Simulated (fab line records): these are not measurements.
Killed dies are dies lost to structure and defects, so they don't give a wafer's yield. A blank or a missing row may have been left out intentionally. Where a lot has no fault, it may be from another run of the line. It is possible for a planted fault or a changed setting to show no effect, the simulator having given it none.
Which tool did it? ; flow sky130 ; Sampling: 13 lots, 39 wafers, 2 of 708 route steps

WHAT EACH GAUGE READ, for each wafer
SKY_CAP2M_OVL_MEAS_12. Usual: CAP2M_OVL typically reads 0.0 nm, with standard deviation 1.1.
lot;measured;on;CAP2M_OVL (nm);flag
L624;day 40 10:51;overlay-02;0.0 0.7 0.2;
L625;day 40 12:17;overlay-02;0.8 -1.6 -1.5;
L626;day 41 01:29;overlay-02;-0.8 -1.9 1.4;
L627;day 42 14:56;overlay-02;-0.4 -1.0 0.6;
L632;day 43 15:38;overlay-01;2.7 -0.2 0.9;
L634;day 43 18:44;overlay-02;-2.7 -1.1 0.2;
L639;day 44 23:57;overlay-01;1.1 0.7 -0.3;
L640;day 45 07:10;overlay-01;2.7 0.9 0.6;
L641;day 45 08:37;overlay-01;-1.0 -1.2 0.1;
L643;day 45 20:01;overlay-01;-1.8 1.0 -1.7;
L644;day 46 07:34;overlay-01;-1.1 -0.2 -1.0;
L645;day 46 12:43;overlay-01;0.6 2.2 -0.4;
L647;day 46 19:34;overlay-01;-1.2 -0.1 1.1;

SKY_METAL4_CD_MEAS_13: target cd 300 nm. Usual: 300.3 nm for cd-nm, sd 1.3.
lot;measured;on;cd-nm (nm);flag
L624;day 41 10:51;cd-sem-02;300.7 301.3 301.1;
L625;day 41 13:21;cd-sem-02;298.7 297.8 299.4;
L626;day 42 02:04;cd-sem-02;301.5 302.1 301.5;
L627;day 43 14:16;cd-sem-02;301.2 301.9 301.0;
L632;day 44 14:21;cd-sem-01;298.7 299.0 299.3;
L634;day 44 17:35;cd-sem-01;297.9 298.8 297.6;
L639;day 45 21:21;cd-sem-01;299.1 299.7 300.8;
L640;day 46 04:31;cd-sem-01;297.7 297.9 298.3;
L641;day 46 05:31;cd-sem-01;300.4 302.0 300.4;
L643;day 46 16:51;cd-sem-01;300.1 299.7 299.1;
L644;day 47 04:36;cd-sem-01;301.4 302.2 300.5;
L645;day 47 09:59;cd-sem-01;299.9 298.2 298.9;
L647;day 47 17:36;cd-sem-02;302.0 302.2 301.3;

EACH LOT AND THE TOOL THAT RAN IT (in order: tool; ch and the chambers of the sampled wafers; start)
No process step before these readings appears in the record.

WHAT THE TOOLS THEMSELVES READ (means of the sampled wafers that have a number; where no wafer has one, the mark that the record gives instead)
The record holds no such reading with a usual standard deviation.

THE ANSWER, worked out from the rows above alone
Rule: a lot counts as off when the mean over its wafers that have a number is more than 3 standard deviations away from the usual mean. Also off: a lot with no number at a reading for which 4 or more lots have one. Where the step has rows for the other lots, those lots are counted as sound. The gauges are gone through in route order, then the tools' own readings, and for those a lot's mean is taken as printed above. The first step at which some lot is off is used, and at that step the reading that is off furthest; a lot without a number counts as furthest.
None of the lots is off at any reading shown; this tells nothing.

WHAT WAS PUT IN BY THE SIMULATOR
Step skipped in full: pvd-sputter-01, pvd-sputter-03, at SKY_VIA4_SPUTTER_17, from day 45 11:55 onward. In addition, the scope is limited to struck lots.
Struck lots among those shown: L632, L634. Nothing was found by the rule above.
